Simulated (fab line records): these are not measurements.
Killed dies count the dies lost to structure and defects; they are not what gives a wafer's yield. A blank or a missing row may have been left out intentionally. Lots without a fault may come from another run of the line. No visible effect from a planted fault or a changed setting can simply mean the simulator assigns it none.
Which of the tools did it?	flow gf180mcu	12 lots, 36 wafers sampled, at 6 steps of a route of 602

WHAT THE GAUGES READ, wafer by wafer
GF_HV_LDD_THK_MEAS_55. Usual: for HV_LDD_CVD_54_THK the level is 9.91 nm and the standard deviation is 0.16.
lot	measured	on	HV_LDD_CVD_54_THK (nm)	flag
L280	day 12 17:08	film metro-03	10.02 9.96 10.05	
L282	day 13 06:33	film metro-03	10.09 10.13 10.07	
L283	day 13 09:24	film metro-03	9.98 10.06 10.12	
L284	day 13 23:47	film metro-02	9.78 9.78 9.66	
L286	day 14 22:02	film metro-02	10.00 10.07 10.09	
L287	day 15 10:27	film metro-01	9.85 9.81 9.74	
L289	day 16 00:28	film metro-03	9.67 9.76 9.68	
L291	day 16 20:03	film metro-02	9.68 9.76 9.71	
L299	day 19 06:40	film metro-01	9.95 10.01 10.03	
L300	day 19 10:08	film metro-03	10.15 10.13 10.10	
L301	day 19 23:29	film metro-03	10.03 10.25 10.18	
L302	day 20 12:50	film metro-03	9.87 9.95 9.87	

GF_NSD_CD_MEAS_07 targets a cd of 400 nm. Usual: cd nm at 399.8 nm, with a standard deviation of 2.2.
lot	measured	on	cd nm (nm)	flag
L280	day 13 15:40	cd sem-02	402.3 401.9 402.1	
L282	day 14 04:01	cd sem-01	398.8 400.8 399.2	
L283	day 14 06:24	cd sem-01	398.9 402.1 401.8	
L284	day 14 22:09	cd sem-02	398.4 400.0 400.0	
L286	day 15 20:31	cd sem-02	394.3 395.8 395.6	
L287	day 16 09:46	cd sem-02	401.9 402.7 399.0	
L289	day 17 00:12	cd sem-01	402.5 402.2 400.1	
L291	day 17 20:20	cd sem-01	399.2 399.7 395.1	
L299	day 20 08:55	cd sem-02	403.1 403.6 400.9	
L300	day 20 11:24	cd sem-01	397.9 396.2 397.4	
L301	day 21 00:49	cd sem-02	402.4 399.2 401.4	
L302	day 21 13:51	cd sem-01	400.9 400.5 401.2	

GF_PSD_RS_MEAS_14: uses a four-point probe to measure. Usual: for NSD_RS the level is 46.13 ohm/sq and the standard deviation is 0.083.
lot	measured	on	NSD_RS (ohm/sq)	flag
L280	day 14 13:07	film metro-02	46.07 46.17 46.09	
L282	day 15 02:10	film metro-02	46.19 46.06 46.07	
L283	day 15 04:10	film metro-04	46.27 46.26 46.32	
L284	day 15 20:40	film metro-04	46.17 46.26 46.22	
L286	day 16 20:07	film metro-02	46.08 46.01 45.98	
L287	day 17 09:20	film metro-02	46.18 46.23 46.18	
L289	day 18 00:28	film metro-02	46.24 46.17 46.12	
L291	day 18 20:56	film metro-03	46.10 46.01 46.07	
L299	day 21 10:29	film metro-04	47.00 46.99 47.01	OFF
L300	day 21 12:41	film metro-04	46.96 46.82 46.93	OFF
L301	day 22 01:37	film metro-04	46.11 46.07 46.08	
L302	day 22 14:15	film metro-02	46.12 46.18 46.13	

WHICH TOOL RAN EACH LOT (tool, then ch and the chambers of the sampled wafers, then the start)
lot	GF_HV_LDD_RTA_52	GF_NSD_IMPLANT_09	GF_NSD_STRIP_11
L280	rtp anneal-02 ch 0, day 12 14:40	implanter-03 ch 0, day 13 15:49	plasma asher-01 ch 0,1, day 13 16:07
L282	rtp anneal-02 ch 0, day 13 04:05	implanter-02 ch 0, day 14 04:11	plasma asher-02 ch 1, day 14 04:28
L283	rtp anneal-02 ch 0, day 13 08:05	implanter-02 ch 0, day 14 06:34	plasma asher-01 ch 0,1, day 14 06:52
L284	rtp anneal-01 ch 0, day 13 22:34	implanter-02 ch 0, day 14 22:19	plasma asher-03 ch 0,1, day 14 22:37
L286	rtp anneal-01 ch 0, day 14 20:50	implanter-02 ch 0, day 15 20:41	plasma asher-01 ch 0,1, day 15 20:58
L287	rtp anneal-02 ch 0, day 15 08:44	implanter-03 ch 0, day 16 09:56	plasma asher-01 ch 0, day 16 10:13
L289	rtp anneal-02 ch 0, day 15 22:43	implanter-02 ch 0, day 17 00:22	plasma asher-02 ch 1, day 17 00:40
L291	rtp anneal-02 ch 0, day 16 18:50	implanter-02 ch 0, day 17 20:31	plasma asher-01 ch 0,1, day 17 20:47
L299	rtp anneal-01 ch 0, day 19 05:28	implanter-02 ch 0, day 20 09:04	plasma asher-03 ch 1, day 20 09:22
L300	rtp anneal-02 ch 0, day 19 08:25	implanter-02 ch 0, day 20 11:34	plasma asher-01 ch 0,1, day 20 11:52
L301	rtp anneal-01 ch 0, day 19 22:17	implanter-04 ch 0, day 21 00:59	plasma asher-02 ch 0, day 21 01:16
L302	rtp anneal-01 ch 0, day 20 11:37	implanter-04 ch 0, day 21 14:01	plasma asher-01 ch 0,1, day 21 14:19
- GF_HV_LDD_RTA_52: time 10 s.
- GF_NSD_IMPLANT_09
- GF_NSD_STRIP_11: strips in O2/N2.

AS READ BY THE TOOLS THEMSELVES (means over the sampled wafers that have a number; for cases with no such wafer, the mark the record gives instead)
GF_HV_LDD_RTA_52. Usual: lamp power pct 33.6 %, standard deviation 0.32; wafer_temp_C_max 1003.7, standard deviation 0.82.
lot	tool	lamp power pct (%)	wafer_temp_C_max	flag
L280	rtp anneal-02	33.4	1005.0	
L282	rtp anneal-02	33.4	1003.8	
L283	rtp anneal-02	33.4	1003.8	
L284	rtp anneal-01	34.1	1004.1	
L286	rtp anneal-01	34.0	1004.0	
L287	rtp anneal-02	33.4	1003.4	
L289	rtp anneal-02	33.4	1003.1	
L291	rtp anneal-02	33.4	1003.4	
L299	rtp anneal-01	34.0	1003.2	
L300	rtp anneal-02	33.4	1003.0	
L301	rtp anneal-01	34.0	1003.6	
L302	rtp anneal-01	34.0	1003.4	

GF_NSD_IMPLANT_09. Usual: beam energy keV at 59.999, with a standard deviation of 0.019.
lot	tool	beam energy keV	flag
L280	implanter-03	59.985	
L282	implanter-02	59.998	
L283	implanter-02	60.023	
L284	implanter-02	59.979	
L286	implanter-02	60.035	
L287	implanter-03	60.021	
L289	implanter-02	59.991	
L291	implanter-02	59.980	
L299	implanter-02	57.053	OFF
L300	implanter-02	57.064	OFF
L301	implanter-04	60.001	
L302	implanter-04	60.004	

GF_NSD_STRIP_11. Usual: drypump motor current A 5.4 A, standard deviation 0.49; heater power w 333 W, standard deviation 20; oes product au 0.487 a.u., standard deviation 0.0047; strip time to endpoint s 22.96 s, standard deviation 0.046.
lot	tool	drypump motor current A (A)	heater power w (W)	oes product au (a.u.)	strip time to endpoint s (s)	flag
L280	plasma asher-01	5.9	346	0.486	22.92	
L282	plasma asher-02	5.9	314	0.490	22.99	
L283	plasma asher-01	5.9	341	0.487	22.92	
L284	plasma asher-03	5.0	319	0.488	22.91	
L286	plasma asher-01	5.8	349	0.486	23.05	
L287	plasma asher-01	5.6	345	0.486	22.87	
L289	plasma asher-02	6.0	315	0.488	22.94	
L291	plasma asher-01	5.9	344	0.489	23.01	
L299	plasma asher-03	5.2	311	0.492	22.56	OFF
L300	plasma asher-01	5.8	345	0.489	22.58	OFF
L301	plasma asher-02	5.2	367	0.487	22.90	
L302	plasma asher-01	5.9	347	0.487	22.99	

THE ANSWER, worked out from the rows above alone
Rule: a lot is off if the mean of its wafers that have a number lies more than 3 standard deviations from the usual mean. Also off: a lot with no number at a reading for which 4 or more lots have one. All remaining lots with rows at the step are treated as sound. The gauges are gone through in route order, then the tools' own readings, and for those a lot's mean is taken as printed above. The first step at which some lot is off is used, and at that step the reading that is off furthest; a lot without a number counts as furthest.
Off: L299, L300, seen at GF_PSD_RS_MEAS_14 (NSD_RS).
If a tool, at a process step before that reading, ran all the lots that are off and no sound lot after the first of them, it fits. The gauges at GF_PSD_RS_MEAS_14 aren't tried: what is off there is off at GF_NSD_IMPLANT_09 too, on other tools, and a gauge's error can't cause that. One fits: GF_NSD_IMPLANT_09 on implanter-02. Its last sound lot is L291 (day 17 20:31), its first lot that is off L299 (day 20 09:04): a fault that began between those two fits.
The tool's own readings at GF_NSD_IMPLANT_09 bear it out: on the lots that are off they differ by more than 5 times the standard deviation of the sound lots' means. beam energy keV reads 57.058 there against 60.002 on the sound lots.

WHAT HAD BEEN PUT IN BY THE SIMULATOR
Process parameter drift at GF_NSD_IMPLANT_09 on implanter-02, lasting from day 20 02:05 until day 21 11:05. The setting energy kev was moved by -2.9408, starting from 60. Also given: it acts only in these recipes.
Lots struck among those shown: L299, L300. The rule above reached the same finding.
